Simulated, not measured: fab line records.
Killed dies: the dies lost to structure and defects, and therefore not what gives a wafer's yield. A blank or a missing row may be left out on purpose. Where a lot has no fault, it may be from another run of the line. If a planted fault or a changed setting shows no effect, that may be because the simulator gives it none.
A struck lot beside a sound one | flow gf180mcu | 28 out of 602 route steps
Sound: these wafers, L255.2, L255.5, L255.6. Struck: wafers L271.2, L271.3, L271.4. The cause is named last.
Order at every step that has rows: each side's tool, ch and its chambers, its first start. Under that, the readings that differ: sound wafers | struck wafers | difference of the means | sigmas: that difference in standard deviations of wafers without a fault.
alike: same words and numbers on both sides, and readings whose means sit less than 2 such deviations apart. not compared: any withheld reading, any reading some wafer has no value for, any bound like >300 that may hide the same value, and any number with overlapping values for which the record gives no deviation.
A row with sigmas, a row that says differs or no value, or rows on one side alone: a step with any of these is where the two part. Non-overlapping numbers with no deviation appear without sigmas and do not part them. A reading that every wafer of one side lacks parts them only if that side has two wafers or more.

GF_STI_BOW_MEAS_00:
  sound: filmMetro-03 at day 1 10:01; struck: filmMetro-02 at day 4 18:01
  alike: INCOMING_BOW
then, 1 step without rows for these wafers: GF_STI_OXIDATION_01 (stabilise 600 s, purge 300 s, target thk 10 nm).
GF_STI_THK_MEAS_02:
  sound: filmMetro-01 at day 1 11:31; struck: filmMetro-03 at day 4 19:31
  alike: STI_OXIDATION_THK
GF_STI_CVD_03: deposits Si3N4 from DCS/NH3, target thk 207.16 nm, time 3551 s.
  sound on lpcvd-02 ch 1, day 1 11:34; struck on lpcvd-01 ch 0, day 4 19:34
  no value came back on the struck wafers for pressureMtorr (mTorr), spikeTcBottomC (C), zonePowerTopPct (%); on the sound wafers pressureMtorr (mTorr) reads 261.0 261.1 260.8
then, 7 steps without rows for these wafers: GF_STI_DEHYDRATE_05 (time 60 s); GF_STI_HMDS_06 (prime time 60 s); GF_STI_COAT_07 (resist thk 700 nm); GF_STI_SOFTBAKE_08 (time 60 s); GF_STI_EXPOSE_09 (exposes mask COMP, target cd 220 nm); GF_STI_PEB_10 (peb time 90 s); GF_STI_DEVELOP_11 (develop time 60 s).
GF_STI_CD_MEAS_12 targets a cd of 220 nm.
  sound: cdSem-02 at day 2 02:29; struck: cdSem-02 at day 5 11:51
  alike: cdNm
GF_STI_ETCH_13: etches the open film in CHF3/O2, stops on Si, target depth 282.31 nm, time 112.9 s.
  sound on rieDiel-02 ch 0,3, day 2 02:35; struck on rieDiel-03 ch 0,1,2, day 5 11:57
reading                 | sound             | struck            | difference | sigmas
model.etch.depthNm (nm) | 211.8 212.1 210.9 | 217.2 217.2 217.2 | +5.6       | 
  alike: drypumpMotorCurrentA, oesProductAu, throttleValvePct
  not compared: rfHoursCounterH
GF_STI_ETCH_14: etches Si in HBr/Cl2/O2, target depth 360 nm, time 102.9 s.
  sound on rieSi-02 ch 0,3, day 2 02:40; struck on rieSi-02 ch 0,1,3, day 5 12:02
  alike: drypumpMotorCurrentA, oesProductAu, throttleValvePct
  not compared: rfHoursCounterH
GF_STI_STRIP_15: strips in O2/N2.
  sound on plasmaAsher-04 ch 0,1, day 2 02:44; struck on plasmaAsher-01 ch 0,1, day 5 12:06
  alike: drypumpMotorCurrentA, heaterPowerW, oesProductAu, stripTimeToEndpointS
  not compared: rfHoursCounterH
then, 5 steps without rows for these wafers: GF_STI_CLEAN_16 (cleans in dHF, time 25 s); GF_STI_WET_ETCH_17 (etches Si3N4 in H3PO4, target depth 45 nm, time 514 s); GF_STI_CLEAN_18 (cleans in SC1/SC2, time 150 s); GF_STI_CLEAN_19 (cleans in dHF, time 20 s); GF_STI_WET_ETCH_20 (etches SiO2 in dHF, target depth 20 nm, time 400 s).
GF_STI_OXIDATION_21: stabilise 600 s, purge 300 s, target thk 15 nm.
  sound on furnace-01 ch 0, day 2 03:11; struck on furnace-01 ch 0, day 5 12:41
reading                                   | sound             | struck           | difference | sigmas
model.SiO2_of_STI_OXIDATION_01.thkNm (nm) | 10.26 10.04 10.11 | 14.43 14.8 14.77 | +4.53      | 
  alike: zonePowerTopPct
GF_STI_THK_MEAS_22:
  sound: filmMetro-02 at day 2 04:19; struck: filmMetro-02 at day 5 13:50
reading                   | sound             | struck | difference                    | sigmas
STI_OXIDATION_01_THK (nm) | 14.95 14.91 14.80 | - - -  | no value on the struck wafers | 
then, 1 step without rows for these wafers: GF_STI_CVD_23 (deposits SiO2, target thk 650 nm, time 108.3 s).
GF_STI_CMP_25: polishes, stops on Si3N4, t overpolish 33 s, target thk 524.6 nm.
  sound on cmp-02 ch 2,3, day 2 04:34; struck on cmp-01 ch 0,2,3, day 5 14:01
  alike: motorCurrentA
then, 1 step without rows for these wafers: GF_STI_WET_ETCH_26 (etches SiO2 in dHF, target depth 94 nm, time 188 s).
GF_STI_WET_ETCH_27: etches Si3N4 in H3PO4, target depth 160 nm, time 1825 s.
  sound on wetBench-03 ch 2, day 2 04:52; struck on wetBench-02 ch 2, day 5 14:26
reading                                   | sound             | struck           | difference | sigmas
model.SiO2_of_STI_OXIDATION_01.thkNm (nm) | 10.19 9.966 10.04 | 14.35 14.73 14.7 | +4.53      | 
then, 1 step without rows for these wafers: GF_STI_WET_ETCH_28 (etches SiO2 in dHF, target depth 20 nm, time 38.74 s).
-- the record jumps here: 28 days lie between the struck wafers' starts before and after (it left off in module STI and takes up again in module PASSIVATION, whose first step shown is number 602 of the route) --
GF_PASSIVATION_PROBE_99:
  the record has rows for the struck wafers here (prober-01, day 33 10:25) and none for the sound ones

== WHERE THEY PART ==
Earliest at GF_STI_CVD_03; latest, in this record, at GF_PASSIVATION_PROBE_99.

WHY: the cause the simulator had injected
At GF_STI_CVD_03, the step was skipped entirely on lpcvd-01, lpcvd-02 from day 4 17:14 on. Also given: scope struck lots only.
